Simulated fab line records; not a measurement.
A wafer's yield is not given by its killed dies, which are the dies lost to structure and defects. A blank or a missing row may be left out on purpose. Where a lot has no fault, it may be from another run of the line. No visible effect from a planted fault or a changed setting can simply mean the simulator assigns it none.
Shared-tool check || flow sky130 || 39 wafers sampled across 11 lots

== REASON IT WAS OPENED ==
At SKY_LDD_HVP_TW_MEAS_10 the reading LDD_HVP_TW is flagged on 2 of 11 lots. Wafers without a fault read 458.6, standard deviation 2.4.
Rule: a lot gets a flag if all its wafers with a number sit over 4 standard deviations from that mean, or if no wafer of it has a number. All remaining lots are regarded as sound.

{"lot": "L978", "measured": "day 21 16:41", "on": "film-metro-01", "LDD_HVP_TW, wafer by wafer": "461.8 462.8 461.5", "flag": ""}
{"lot": "L979", "measured": "day 21 20:43", "on": "film-metro-04", "LDD_HVP_TW, wafer by wafer": "458.1 459.4 457.1", "flag": ""}
{"lot": "L980", "measured": "day 22 06:44", "on": "film-metro-03", "LDD_HVP_TW, wafer by wafer": "457.4 458.7 458.8", "flag": ""}
{"lot": "L981", "measured": "day 23 05:14", "on": "film-metro-04", "LDD_HVP_TW, wafer by wafer": "459.7 458.5 460.0", "flag": ""}
{"lot": "L988", "measured": "day 25 17:50", "on": "film-metro-03", "LDD_HVP_TW, wafer by wafer": "404.5 405.9 405.2 405.3 403.4 402.8", "flag": "FLAGGED"}
{"lot": "L989", "measured": "day 26 00:25", "on": "film-metro-01", "LDD_HVP_TW, wafer by wafer": "406.3 403.6 408.5 406.8 403.7 406.6", "flag": "FLAGGED"}
{"lot": "L991", "measured": "day 26 10:52", "on": "film-metro-04", "LDD_HVP_TW, wafer by wafer": "460.4 459.7 460.3", "flag": ""}
{"lot": "L992", "measured": "day 27 02:44", "on": "film-metro-01", "LDD_HVP_TW, wafer by wafer": "454.8 458.6 453.6", "flag": ""}
{"lot": "L997", "measured": "day 28 07:04", "on": "film-metro-04", "LDD_HVP_TW, wafer by wafer": "459.5 460.0 460.6", "flag": ""}
{"lot": "L100", "measured": "day 29 13:28", "on": "film-metro-04", "LDD_HVP_TW, wafer by wafer": "460.0 461.5 458.2", "flag": ""}
{"lot": "L101", "measured": "day 29 23:51", "on": "film-metro-01", "LDD_HVP_TW, wafer by wafer": "458.0 459.8 459.5", "flag": ""}
The mean of the flagged lots' numbers is 405.2, -53.4 from the usual (-22 standard deviations).

== LOT BY LOT: THE TOOL USED ==
The record holds 1 process step before the reading, out of a route of 708 steps. Every cell lists first the tool, next ch and the chambers used by the sampled wafers, and last the start.
{"lot": "L978", "flag": "", "SKY_LDD_HVP_IMPLANT_08": "implanter-03 ch 0, day 21 16:28"}
{"lot": "L979", "flag": "", "SKY_LDD_HVP_IMPLANT_08": "implanter-03 ch 0, day 21 20:29"}
{"lot": "L980", "flag": "", "SKY_LDD_HVP_IMPLANT_08": "implanter-04 ch 0, day 22 06:29"}
{"lot": "L981", "flag": "", "SKY_LDD_HVP_IMPLANT_08": "implanter-03 ch 0, day 23 04:59"}
{"lot": "L988", "flag": "FLAGGED", "SKY_LDD_HVP_IMPLANT_08": "implanter-02 ch 0, day 25 17:37"}
{"lot": "L989", "flag": "FLAGGED", "SKY_LDD_HVP_IMPLANT_08": "implanter-02 ch 0, day 26 00:13"}
{"lot": "L991", "flag": "", "SKY_LDD_HVP_IMPLANT_08": "implanter-04 ch 0, day 26 10:37"}
{"lot": "L992", "flag": "", "SKY_LDD_HVP_IMPLANT_08": "implanter-03 ch 0, day 27 02:29"}
{"lot": "L997", "flag": "", "SKY_LDD_HVP_IMPLANT_08": "implanter-04 ch 0, day 28 06:49"}
{"lot": "L100", "flag": "", "SKY_LDD_HVP_IMPLANT_08": "implanter-02 ch 0, day 29 13:14"}
{"lot": "L101", "flag": "", "SKY_LDD_HVP_IMPLANT_08": "implanter-02 ch 0, day 29 23:39"}
These steps, and what they do:
- SKY_LDD_HVP_IMPLANT_08
- SKY_LDD_HVP_TW_MEAS_10

== FLAGGED AGAINST TOTAL, ONE TOOL AT A TIME (gauges that did the reading follow at the end) ==
{"step": "SKY_LDD_HVP_IMPLANT_08", "tool": "implanter-02", "lots run": 4, "flagged": 2, "share of the flagged lots": "all", "sound lots run after its first flagged lot": "2 (L100,L101)"}
{"step": "SKY_LDD_HVP_IMPLANT_08", "tool": "implanter-03", "lots run": 4, "flagged": 0, "share of the flagged lots": "none", "sound lots run after its first flagged lot": "-"}
{"step": "SKY_LDD_HVP_IMPLANT_08", "tool": "implanter-04", "lots run": 3, "flagged": 0, "share of the flagged lots": "none", "sound lots run after its first flagged lot": "-"}
{"step": "SKY_LDD_HVP_TW_MEAS_10", "tool": "film-metro-01", "lots run": 4, "flagged": 1, "share of the flagged lots": "some", "sound lots run after its first flagged lot": "2 (L992,L101)"}
{"step": "SKY_LDD_HVP_TW_MEAS_10", "tool": "film-metro-03", "lots run": 2, "flagged": 1, "share of the flagged lots": "some", "sound lots run after its first flagged lot": 0}
{"step": "SKY_LDD_HVP_TW_MEAS_10", "tool": "film-metro-04", "lots run": 5, "flagged": 0, "share of the flagged lots": "none", "sound lots run after its first flagged lot": "-"}

== WHAT THE TABLE ALLOWS ==
1 row of the table ran every flagged lot: implanter-02 at SKY_LDD_HVP_IMPLANT_08.
- implanter-02 at SKY_LDD_HVP_IMPLANT_08: 2 of its 4 lots flagged. Sound lots ran on it after the first flagged one (L100, L101), which a lasting fault on the whole tool wouldn't allow. Its own readings (dose-ions-cm2, faraday-current-uA) fall more than 4 standard deviations out on all wafers of the flagged lots.
None of the table's rows ran every flagged lot and, after the first, no sound lot.

== WHAT THE SIMULATOR PUT IN ==
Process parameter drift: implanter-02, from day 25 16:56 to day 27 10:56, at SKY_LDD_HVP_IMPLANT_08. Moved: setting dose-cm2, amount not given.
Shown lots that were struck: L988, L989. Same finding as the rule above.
